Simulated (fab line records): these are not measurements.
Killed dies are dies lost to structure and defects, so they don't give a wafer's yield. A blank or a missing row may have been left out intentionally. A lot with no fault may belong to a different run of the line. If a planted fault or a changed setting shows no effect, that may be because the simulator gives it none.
fab line records + flow sky130
record
- lots=6
- wafers=17
- last-day=51
route steps=708 shown LDD_N@249 LDD_P@255
lots untouched by any fault: they come from a run of this same line in which no faults occurred
start-h: start of the lot's first displayed wafer, in hours after the record's first day + wait-h: hours since the lot's step before + " as in the row above + L1.1+2: a single row standing in for several wafers + - either no value or no given start + * or withheld: withheld + < > ~ a bound
route shown NAME@n: a module of which the file shows steps, and the number in the route of the first + usual: mean/standard deviation of fault-free wafers + same: alike in all rows + chamber/n: place in a boat + sites: the reading at each site + _std_site: their standard deviation + _edge_site: mean of outer sites minus mean of inner sites + radius-mm: for every site, how far away it sits from the centre of the wafer + mask NAME#n: copy n + behind: tool/chamber where the wafer was last shaped + hold: the reason the lot was held/the length of the hold in hours/how it ended + device: names the non-switching transistor (n, p or np) + end of line: the tests these same wafers got at the end of their route + for a step that has no rows: nothing shown but its recipe + killed: count of dies lost to structure and defects at first sort (not the wafer's yield) + map: per-die view of a wafer (x killed, . not killed, _ where there is no die)
set.NAME: the run value of the setting; set.NAME@STEP: its run value at that earlier step + model.NAME: the simulator's own value behind a step, which no gauge read
a table for each step, a row for each wafer; lots at some steps of the route
services: a tool's chamber out of use, with start hour (start-h, from the record's first day; less than 0 if before it), hours out, and reason
## steps
# step SKY_LDD_N_IMPLANT_12
# recipe
- species=BF2
- energy-kev=50
- dose-cm2=5e+12
- tilt-deg=30
- rotation-deg=0
# step SKY_LDD_N_IMPLANT_13
# recipe
- species=BF2
- energy-kev=50
- dose-cm2=5e+12
- tilt-deg=30
- rotation-deg=90
# step SKY_LDD_N_IMPLANT_14
# recipe
- species=BF2
- energy-kev=50
- dose-cm2=5e+12
- tilt-deg=30
- rotation-deg=180
# step SKY_LDD_N_IMPLANT_15
# recipe
- species=BF2
- energy-kev=50
- dose-cm2=5e+12
- tilt-deg=30
- rotation-deg=270
# step SKY_LDD_N_STRIP_16
# recipe
- chemistry=O2/N2
- power-w=1400
- pressure-mtorr=1500
- platen-temp-c=withheld
- o2-flow-sccm=3000
- n2-flow-sccm=300
- overash-fraction=0.5
# usual
- drypump-motor-current-A=5.5/0.37
- oes-product-au=0.407/0.0051
- strip-time-to-endpoint-s=4.315/0.014
| lot.wafer | tool            | chamber | start-h | wait-h | drypump-motor-current-A | oes-product-au | rf-hours-counter-h | strip-time-to-endpoint-s |
|-----------|-----------------|---------|---------|--------|-------------------------|----------------|--------------------|--------------------------|
| L787.1    | plasma-asher-02 | 0       | 421.60  | 0.1    | 5.9                     | 0.403          | 30                 | 4.309                    |
| L787.3    | "               | 1       | "       | "      | 6.1                     | 0.410          | -                  | 4.295                    |
| L787.4    | "               | 0       | "       | "      | 6.0                     | 0.401          | -                  | 4.291                    |
| L788.2    | plasma-asher-03 | 0       | 436.59  | 0.1    | 5.4                     | 0.414          | 1                  | 4.297                    |
| L788.4    | "               | 1       | "       | "      | 5.2                     | 0.405          | -                  | 4.301                    |
| L788.6    | "               | 1       | "       | "      | 5.1                     | 0.417          | -                  | 4.312                    |
| L792.4    | plasma-asher-03 | 0       | 462.24  | 0.1    | 5.4                     | 0.409          | -                  | 4.317                    |
| L792.5    | "               | 1       | "       | "      | 5.2                     | 0.412          | -                  | 4.321                    |
| L792.6    | "               | 0       | "       | "      | 5.4                     | 0.410          | -                  | 4.333                    |
| L802.3    | plasma-asher-03 | 1       | 548.17  | 0.1    | 5.2                     | 0.406          | -                  | 4.312                    |
| L802.5    | "               | 0       | "       | "      | 5.4                     | 0.406          | -                  | 4.312                    |
| L802.6    | "               | 1       | "       | "      | 5.2                     | 0.403          | -                  | 4.338                    |
| L806.4    | plasma-asher-02 | 1       | 578.04  | 0.1    | 6.1                     | 0.413          | -                  | 4.301                    |
| L806.5    | "               | 0       | "       | "      | 6.0                     | 0.404          | -                  | 4.311                    |
| L810.2    | plasma-asher-03 | 0       | 611.60  | 0.1    | 5.4                     | 0.413          | 21                 | 4.330                    |
| L810.4    | "               | 1       | "       | "      | 5.2                     | 0.409          | -                  | 4.326                    |
| L810.6    | "               | 1       | "       | "      | 5.2                     | 0.400          | -                  | 4.333                    |
# step SKY_LDD_N_TW_MEAS_17
# usual
- LDD_N_TW=2596/16
| lot.wafer | tool          | chamber | start-h | wait-h | LDD_N_TW |
|-----------|---------------|---------|---------|--------|----------|
| L787.1    | film-metro-03 | -       | 421.70  | 0.1    | 2585     |
| L787.3    | "             | -       | "       | "      | 2587     |
| L787.4    | "             | -       | "       | "      | 2582     |
| L788.2    | film-metro-02 | -       | 436.70  | 0.1    | 2623     |
| L788.4    | "             | -       | "       | "      | 2622     |
| L788.6    | "             | -       | "       | "      | 2614     |
| L792.4    | film-metro-02 | -       | 462.33  | 0.1    | 2616     |
| L792.5    | "             | -       | "       | "      | 2606     |
| L792.6    | "             | -       | "       | "      | 2614     |
| L802.3    | film-metro-02 | -       | 548.26  | 0.1    | 2594     |
| L802.5    | "             | -       | "       | "      | 2601     |
| L802.6    | "             | -       | "       | "      | 2603     |
| L806.4    | film-metro-04 | -       | 578.13  | 0.1    | 2582     |
| L806.5    | "             | -       | "       | "      | 2568     |
| L810.2    | film-metro-02 | -       | 611.71  | 0.1    | 2612     |
| L810.4    | "             | -       | "       | "      | 2618     |
| L810.6    | "             | -       | "       | "      | 2625     |
# step SKY_LDD_P_DEHYDRATE_00
# recipe
- temp-c=200
- time-s=60
# step SKY_LDD_P_HMDS_01
# recipe
- prime-time-s=60
- prime-temp-c=120
# step SKY_LDD_P_COAT_02
# recipe
- resist=NOVOLAK
- spin-rpm=3000
- resist-thk-nm=1140
# step SKY_LDD_P_SOFTBAKE_03
# recipe
- temp-c=90
- time-s=60
- resist=NOVOLAK
# step SKY_LDD_P_EXPOSE_04
# recipe
- mask-id=PSDM
- na=0.6
- source-shape=conventional
- sigma-outer=0.6
- polarization=unpolarized
- target-cd-nm=380
- dose-mj=138
# step SKY_LDD_P_PEB_05
# recipe
- temp-c=withheld
- time-s=*
- resist=NOVOLAK
# step SKY_LDD_P_DEVELOP_06
# recipe
- resist=NOVOLAK
- developer=TMAH
- develop-time-s=60
- dev-temp-c=23
| lot.wafer  | tool           | chamber | start-h | wait-h |
|------------|----------------|---------|---------|--------|
| L787.1+3+4 | litho-track-04 | 0       | 452.22  | 0.1    |
| L788.2+4+6 | litho-track-01 | 0       | 467.64  | 0.1    |
| L792.4+5+6 | litho-track-03 | 0       | 492.92  | 0.1    |
| L802.3+5+6 | litho-track-01 | 0       | 578.31  | 0.1    |
| L806.4+5   | litho-track-01 | 0       | 608.13  | 0.1    |
| L810.2+4+6 | litho-track-04 | 0       | 641.54  | 0.1    |
# step SKY_LDD_P_CD_MEAS_07
# recipe
- target-cd-nm=380
# usual
- cd-nm=380.8/2.5
| lot.wafer | tool      | chamber | start-h | wait-h | cd-nm |
|-----------|-----------|---------|---------|--------|-------|
| L787.1    | cd-sem-01 | -       | 452.37  | 0.1    | 387.4 |
| L787.3    | "         | -       | "       | "      | 386.9 |
| L787.4    | "         | -       | "       | "      | 383.2 |
| L788.2    | cd-sem-01 | -       | 467.78  | 0.1    | 380.1 |
| L788.4    | "         | -       | "       | "      | 379.9 |
| L788.6    | "         | -       | "       | "      | 381.6 |
| L792.4    | cd-sem-02 | -       | 493.05  | 0.1    | 377.1 |
| L792.5    | "         | -       | "       | "      | 376.2 |
| L792.6    | "         | -       | "       | "      | 379.1 |
| L802.3    | cd-sem-01 | -       | 578.45  | 0.1    | 381.7 |
| L802.5    | "         | -       | "       | "      | 400.6 |
| L802.6    | "         | -       | "       | "      | 400.6 |
| L806.4    | cd-sem-02 | -       | 608.27  | 0.1    | 380.6 |
| L806.5    | "         | -       | "       | "      | 400.6 |
| L810.2    | cd-sem-01 | -       | 641.69  | 0.1    | 383.2 |
| L810.4    | "         | -       | "       | "      | 384.5 |
| L810.6    | "         | -       | "       | "      | 383.4 |
# step SKY_LDD_P_OVL_MEAS_08
# usual
- LDD_P_OVL=1.0/1.3
| lot.wafer | tool       | chamber | start-h | wait-h | LDD_P_OVL[nm] |
|-----------|------------|---------|---------|--------|---------------|
| L787.1    | overlay-01 | -       | 452.49  | 0.1    | 0.4           |
| L787.3    | "          | -       | "       | "      | 1.4           |
| L787.4    | "          | -       | "       | "      | 0.5           |
| L788.2    | overlay-02 | -       | 467.89  | 0.1    | 1.1           |
| L788.4    | "          | -       | "       | "      | -0.1          |
| L788.6    | "          | -       | "       | "      | 1.3           |
| L792.4    | overlay-01 | -       | 493.13  | 0.1    | -0.1          |
| L792.5    | "          | -       | "       | "      | 1.9           |
| L792.6    | "          | -       | "       | "      | 2.3           |
| L802.3    | overlay-02 | -       | 578.54  | 0.1    | 1.6           |
| L802.5    | "          | -       | "       | "      | -0.7          |
| L802.6    | "          | -       | "       | "      | -0.5          |
| L806.4    | overlay-02 | -       | 608.35  | 0.1    | -0.5          |
| L806.5    | "          | -       | "       | "      | 0.1           |
| L810.2    | overlay-01 | -       | 641.79  | 0.1    | 1.7           |
| L810.4    | "          | -       | "       | "      | 2.3           |
| L810.6    | "          | -       | "       | "      | 4.2           |
## services
| tool            | chamber | start-h | hours | kind                      |
|-----------------|---------|---------|-------|---------------------------|
| plasma-asher-03 | -       | 421.25  | 9.0   | pm                        |
| plasma-asher-03 | 0       | 421.25  | 9.0   | vent-cycle                |
| plasma-asher-03 | 1       | 421.25  | 9.0   | vent-cycle                |
| plasma-asher-03 | 0       | 430.25  | -     | clean                     |
| plasma-asher-03 | 1       | 430.25  | -     | clean                     |
| litho-track-04  | -       | 443.95  | -     | consumable-replace:filter |
| litho-track-03  | -       | 456.50  | -     | consumable-replace:filter |
| plasma-asher-02 | -       | 472.30  | 14.6  | pm                        |
| plasma-asher-02 | -       | 500.24  | 4.7   | repair                    |
## key
first-sign
- step=SKY_LDD_P_CD_MEAS_07
- reading=cd-nm
- direction=up
- sigmas=7.9
- usual=380.8
- struck=400.6
effect none on later readings
met-at SKY_LDD_P_DEVELOP_06
struck-wafers L802.5,L802.6,L806.5
sort-left-out L806.5
tester-left-out L802,L806
onset-between 467.64 578.31
fault
- kind=process-parameter-drift
- tool=litho-track-01
- chamber=-
- onset-h=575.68
- steps=SKY_LDD_P_DEVELOP_06
- channel=develop-time-s
- offset=*
- shape=step
- end-h=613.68
- scope=struck-wafers-only
- acts-in=*
- stated=*
# tester-left-out: of these lots the tester's yield and bins aren't shown, on N5 and GAA mostly nor the transistor test; their killed dies are dies lost to structure and defects alone, not to doping, threshold or leakage, so they don't give the yield
# sort-left-out: the simulated sort isn't trusted on such a fault, so these wafers' sort isn't shown, and their yield isn't known
